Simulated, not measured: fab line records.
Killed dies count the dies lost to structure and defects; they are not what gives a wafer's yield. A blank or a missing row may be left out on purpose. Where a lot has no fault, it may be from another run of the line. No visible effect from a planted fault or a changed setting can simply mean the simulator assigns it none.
Matching of chambers + flow gf180mcu + GF_V1_CMP_04 on cmp-02 has 4 sister chambers
The step polishes SiO2. 14 wafers are shown with their chamber, then 7 later ones without.

== WAFERS, EACH WITH ITS CHAMBER ==
| wafer  | chamber | motor current A (A) | time to endpoint s (s) | slurry filter dp kPa (kPa) |
|--------|---------|---------------------|------------------------|----------------------------|
| L721.1 | 1       | 12.6                | 82                     | 13.66                      |
| L721.3 | 3       | 12.4                | 87                     | 13.49                      |
| L721.6 | 3       | 12.1                | 87                     | 13.73                      |
| L724.1 | 1       | 13.0                | 80                     | 13.68                      |
| L724.5 | 3       | 11.7                | 82                     | 13.46                      |
| L724.6 | 0       | 10.7                | 84                     | 13.57                      |
| L725.1 | 3       | 12.3                | 81                     | 13.56                      |
| L725.2 | 0       | 10.6                | 77                     | 13.50                      |
| L725.3 | 2       | 13.4                | 81                     | 13.64                      |
| L728.2 | 3       | 12.6                | 78                     | 13.36                      |
| L728.3 | 2       | 13.1                | 78                     | 13.22                      |
| L728.5 | 2       | 13.5                | 81                     | 13.45                      |
| L729.2 | 1       | 13.6                | 77                     | 13.48                      |
| L729.4 | 2       | 13.7                | 76                     | 13.60                      |

SIGNATURES (means of the wafers above)
| reading              | chamber 0 | chamber 1 | chamber 2 | chamber 3 | scatter within a chamber |
|----------------------|-----------|-----------|-----------|-----------|--------------------------|
| motor current A      | 10.650    | 13.067    | 13.425    | 12.220    | 0.342                    |
| time to endpoint s   | 80.50     | 79.67     | 79.00     | 83.00     | 3.42                     |
| slurry filter dp kPa | 13.5350   | 13.6067   | 13.4775   | 13.5200   | 0.145                    |
Rule: for a wafer and a chamber, the distance is found by dividing, reading by reading, the gap between the wafer's reading and the chamber's mean by the reading's scatter, squaring, summing and taking the root. The wafer belongs to the nearest chamber; if the next one is less than 2 further off, it can't be placed. How the scatter is found: for the shown wafers, subtract from each reading the mean of its chamber, square and add these, divide the total by (wafers less chambers), then take the root.

== WAFERS WITH NO CHAMBER GIVEN ==
| wafer  | motor current A (A) | time to endpoint s (s) | slurry filter dp kPa (kPa) |
|--------|---------------------|------------------------|----------------------------|
| L729.5 | 10.7                | 82                     | 13.31                      |
| L730.1 | 12.6                | 83                     | 13.41                      |
| L730.3 | 13.7                | 85                     | 13.53                      |
| L730.4 | 10.6                | 86                     | 13.62                      |
| L738.2 | 12.7                | 84                     | 13.47                      |
| L738.5 | 13.5                | 84                     | 13.47                      |
| L738.6 | 11.1                | 90                     | 13.53                      |

== THE CHAMBER EACH PASSED THROUGH ==
| wafer  | from the rows above          | in truth |
|--------|------------------------------|----------|
| L729.5 | 0                            | 0        |
| L730.1 | can't be placed: 3 or 1 or 2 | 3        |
| L730.3 | can't be placed: 2 or 1      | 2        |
| L730.4 | 0                            | 0        |
| L738.2 | can't be placed: 3 or 1 or 2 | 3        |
| L738.5 | can't be placed: 2 or 1      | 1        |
| L738.6 | can't be placed: 0 or 3      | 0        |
Correct placement for 2 of the 7. Can't be placed from these rows: 5 (the true chamber is among the candidates in 5). Placed wrongly: 0.
